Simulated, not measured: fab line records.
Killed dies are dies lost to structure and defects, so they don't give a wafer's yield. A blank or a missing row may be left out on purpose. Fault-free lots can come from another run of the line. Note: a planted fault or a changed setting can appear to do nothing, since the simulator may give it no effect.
A lot that was struck, set against a sound lot	flow gf180mcu	36 steps out of a route of 602
Sound: the wafers L259.2, L259.3, L259.4. Struck: wafer L265.6. (L265.1 of the same lot was not struck and is left out.) The cause comes at the end.
For every step that has rows: the tool of each side, followed by ch and its chambers, followed by its first start. Under that, the readings that differ: sound wafers	struck wafers	difference of the means	sigmas: that difference in standard deviations of wafers without a fault.
alike: a reading whose means differ by less than 2 such deviations, as well as words and numbers matching on both sides. not compared: withheld readings; readings where some wafer has no value; bounds like >300 that might hide an equal value; numbers whose values overlap and for which the record gives no deviation.
A row with sigmas, a row that says differs or no value, or rows on one side alone: a step with any of these is where the two part. When numbers do not overlap yet have no deviation, they are printed without sigmas and do not part them. Lack of a reading on every wafer of one side parts them only where that side has two or more wafers.

first, 2 steps without rows for these wafers: GF_M3_PEB_12 (peb time 90 s); GF_M3_DEVELOP_13 (develop time 60 s).
GF_M3_CD_MEAS_14 targets a cd of 280 nm.
  sound on cd_sem-01, day 21 01:31; struck on cd_sem-01, day 23 22:29
  alike: cd_nm
GF_M3_OVL_MEAS_15:
  sound on overlay-01, day 21 01:37; struck on overlay-02, day 23 22:37
  alike: M3_OVL
GF_M3_METAL_ETCH_16: etches the open film in Cl2/BCl3, stops on SiO2, target depth 750.8 nm, time 125.1 s.
  sound on rie_metal-01 ch 0,1, day 21 01:39; struck on rie_metal-01 ch 0, day 23 22:39
  alike: chamber_pressure_mTorr, drypump_motor_current_A, oes_product_au, throttle_valve_pct
  not compared: rf_hours_counter_h
then, 4 steps without rows for these wafers: GF_M3_STRIP_17 (strips in O2/N2); GF_M3_STRIP_18 (strips in post etch residue remover, time 1200 s); GF_M3_CLEAN_19 (cleans in DIW); GF_V3_CVD_00 (deposits SiO2, target thk 600 nm, time 100 s).
GF_V3_THK_MEAS_01:
  sound on film_metro-04, day 21 02:26; struck on film_metro-01, day 23 23:23
  alike: V3_CVD_00_THK
then, 1 step without rows for these wafers: GF_V3_CVD_02 (deposits SiO2 from TEOS, target thk 850 nm, time 94.851 s).
GF_V3_THK_MEAS_03:
  sound on film_metro-03, day 21 02:34; struck on film_metro-04, day 23 23:31
reading	sound	struck	difference	sigmas
V3_CVD_02_THK (nm)	842 830 857	872	+29	+3
GF_V3_CMP_04: polishes SiO2.
  sound on cmp-01 ch 0,2,3, day 21 02:37; struck on cmp-02 ch 3, day 23 23:34
reading	sound	struck	difference	sigmas
model.SiO2_of_V3_CVD_02.thk_nm (nm)	631.6 631.6 630.3	696.2	+65.0	
  alike: motor_current_A, time_to_endpoint_s
GF_V3_BOW_MEAS_05:
  sound on film_metro-04, day 21 02:56; struck on film_metro-03, day 23 23:52
  alike: V3_BOW
then, 8 steps without rows for these wafers: GF_V3_DEHYDRATE_06 (time 60 s); GF_V3_HMDS_07 (prime time 60 s); GF_V3_COAT_08; GF_V3_COAT_09 (resist thk 1000 nm); GF_V3_SOFTBAKE_10 (time 60 s); GF_V3_EXPOSE_11 (exposes mask Via3, target cd 260 nm); GF_V3_PEB_12 (peb time 90 s); GF_V3_DEVELOP_13 (develop time 60 s).
GF_V3_CD_MEAS_14 targets a cd of 260 nm.
  sound on cd_sem-02, day 22 02:17; struck on cd_sem-02, day 24 21:52
  alike: cd_nm
GF_V3_OVL_MEAS_15:
  sound on overlay-02, day 22 02:23; struck on overlay-02, day 24 21:59
reading	sound	struck	difference	sigmas
V3_OVL (nm)	9 0 8	-12	-18	-3
GF_V3_ETCH_16: etches BARC in N2/H2.
  sound on rie_diel-04 ch 1,3, day 22 02:25; struck on rie_diel-01 ch 0, day 24 22:01
reading	sound	struck	difference	sigmas
h2_flow_sccm (sccm)	200.3 199.6 200.4	201.5	+1.4	+2
  alike: chamber_pressure_mTorr, drypump_motor_current_A, oes_product_au, throttle_valve_pct
GF_V3_ETCH_17: etches SiO2 in C4F8/O2/Ar, stops on TiN, target depth 635 nm.
  sound: rie_diel-04 ch 1,3; struck: rie_diel-01 ch 0
reading	sound	struck	difference	sigmas
oes_product_au (a.u.)	0.844 0.858 0.855	0.906	+0.054	+12
model.V3.feature_depth_nm (nm)	631.6 631.6 630.3	696.2	+65.0	
model.etch.depth_nm (nm)	631.6 631.6 630.3	696.2	+65.0	
  alike: chamber_pressure_mTorr
GF_V3_STRIP_18: strips in O2/N2.
  sound on plasma_asher-03 ch 0,1, day 22 02:33; struck on plasma_asher-01 ch 0, day 24 22:09
reading	sound	struck	difference	sigmas
oes_product_au (a.u.)	0.582 0.588 0.586	0.598	+0.013	+3
  alike: chamber_pressure_mTorr, drypump_motor_current_A, heater_power_w
  not compared: rf_hours_counter_h
then, 3 steps without rows for these wafers: GF_V3_STRIP_19 (strips in post etch residue remover, time 1200 s); GF_V3_CLEAN_20 (cleans in DIW); GF_V3_SPUTTER_21 (material Ti, target thk 15 nm, time 80.02 s).
GF_V3_SPUTTER_22: material TiN, target thk 10 nm, time 40 s.
  sound on pvd_sputter-03, day 22 03:09; struck on pvd_sputter-03, day 24 22:46
  alike: chamber_pressure_pa, throttle_valve_pct
then, 1 step without rows for these wafers: GF_V3_CVD_23 (deposits W, target thk 350 nm, time 104.9 s).
GF_V3_RS_MEAS_24: measures by four-point-probe.
  sound on film_metro-03, day 22 03:19; struck on film_metro-01, day 24 22:55
  alike: V3_W_RS
GF_V3_THK_MEAS_25: measures by xrf.
  sound on film_metro-03, day 22 03:26; struck on film_metro-01, day 24 23:02
  alike: V3_W_THK
GF_V3_CMP_26: polishes, stops on SiO2, t overpolish 15 s, target thk 0 nm.
  sound on cmp-01 ch 0,1,3, day 22 03:32; struck on cmp-01 ch 3, day 24 23:15
reading	sound	struck	difference	sigmas
model.SiO2_of_V3_CVD_02.thk_nm (nm)	627.8 627.8 626.6	692.4	+65.0	
  alike: motor_current_A
GF_M4_SPUTTER_00: material Ti, target thk 37.5 nm, time 150 s.
  sound on pvd_sputter-02, day 22 03:47; struck on pvd_sputter-03, day 24 23:24
  alike: chamber_pressure_pa, throttle_valve_pct

== WHERE THEY PART ==
First at GF_V3_THK_MEAS_03; last, within this record, at GF_V3_STRIP_18. Later steps at which nothing parts them and some readings are alike: GF_V3_SPUTTER_22, GF_V3_RS_MEAS_24, GF_V3_THK_MEAS_25, GF_V3_CMP_26, GF_M4_SPUTTER_00.

WHY: what had been put in by the simulator
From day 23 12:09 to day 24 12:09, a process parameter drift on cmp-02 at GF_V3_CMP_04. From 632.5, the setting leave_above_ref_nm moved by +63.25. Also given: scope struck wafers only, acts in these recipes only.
